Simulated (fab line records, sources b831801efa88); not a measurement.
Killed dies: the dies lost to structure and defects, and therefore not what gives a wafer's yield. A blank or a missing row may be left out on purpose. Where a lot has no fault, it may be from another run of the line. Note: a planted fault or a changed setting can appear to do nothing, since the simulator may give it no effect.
2 desks, one fault + flow sky130 + each desk holds nothing but its own numbers, with what lay behind them at the end

== THE METROLOGY DESK ==
Lot by lot, what the gauges showed, no matter which tool ran the lot: averages of those sampled wafers that carry a number. The brackets show how far a lot's mean lies from the usual mean; more than 4 standard deviations puts the lot out of limits, marked OUT.
Columns: A = LDD_N_TW at SKY_LDD_N_TW_MEAS_17, usual 2582; B = LDD_HVP_TW at SKY_LDD_HVP_TW_MEAS_10, usual 454; C = cd-nm at SKY_SD_N_CD_MEAS_07, usual 380.6 nm
| lot  | first seen here | A    | B   | C                |
|------|-----------------|------|-----|------------------|
| L306 | day 17 10:49    | 2551 | 450 | 380.5            |
| L307 | day 17 21:40    | 2599 | 449 | 379.5            |
| L310 | day 19 01:41    | 2552 | 453 | 384.9            |
| L313 | day 21 03:17    | 2604 | 459 | 380.9            |
| L315 | day 21 07:16    | 2608 | 453 | 381.0            |
| L316 | day 21 17:07    | 2551 | 449 | 378.6            |
| L317 | day 22 01:58    | 2624 | 454 | 395.9 (+6.7) OUT |
| L320 | day 23 04:00    | 2606 | 454 | 400.1 (+8.5) OUT |
| L322 | day 23 16:35    | 2604 | 461 | 401.4 (+9.0) OUT |
| L326 | day 25 07:17    | 2552 | 455 | 382.3            |
| L327 | day 25 15:43    | 2546 | 449 | 376.2            |
| L329 | day 25 20:34    | 2606 | 450 | 378.0            |
This desk's verdict: out of limits on L317, L320, L322, starting with L317 at day 31 20:34 (cd-nm at SKY_SD_N_CD_MEAS_07). L306, L307, L310, L313, L315, L316, L326, L327, L329: within limits.

== AT THE TOOL OWNER'S DESK: litho-track-01 ==
The tool's own readings at SKY_SD_N_COAT_02 (resist thk 1140 nm): means of the sampled wafers that have a number, for each lot that ran on this tool. The brackets show how far a lot's mean lies from the usual mean; more than 4 standard deviations puts the lot out of limits, marked OUT.
Columns: A = spin-speed-rpm at SKY_SD_N_COAT_02, usual 3000.0 rpm
| lot  | first seen here | A      |
|------|-----------------|--------|
| L306 | day 26 19:46    | 2998.6 |
| L307 | day 27 07:01    | 3000.2 |
| L310 | day 28 10:07    | 2999.0 |
| L315 | day 30 12:50    | 3000.8 |
| L316 | day 30 22:25    | 2997.5 |
| L317 | day 31 06:55    | 2998.1 |
| L320 | day 32 07:05    | 2999.9 |
| L322 | day 32 17:31    | 2999.8 |
Result from this desk: across the 8 lots, nothing is out of limits.

== BROUGHT TOGETHER ==
At day 31 20:34 the metrology desk could have sounded an alarm, on L317, L320, L322.
Nothing out of limits was seen by the tool owner's desk.
On record at the tool owner's desk: L317, L320, L322, within its limits.
Of the lots named, all ran SKY_SD_N_COAT_02 on litho-track-01.

== WHAT THE SIMULATOR HAD PUT IN ==
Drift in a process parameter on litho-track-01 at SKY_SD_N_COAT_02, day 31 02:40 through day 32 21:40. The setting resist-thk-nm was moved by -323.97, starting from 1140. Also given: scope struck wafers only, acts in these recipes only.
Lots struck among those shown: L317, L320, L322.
Hours from the fault's start to each desk's first reading out of limits: the metrology desk, 18.
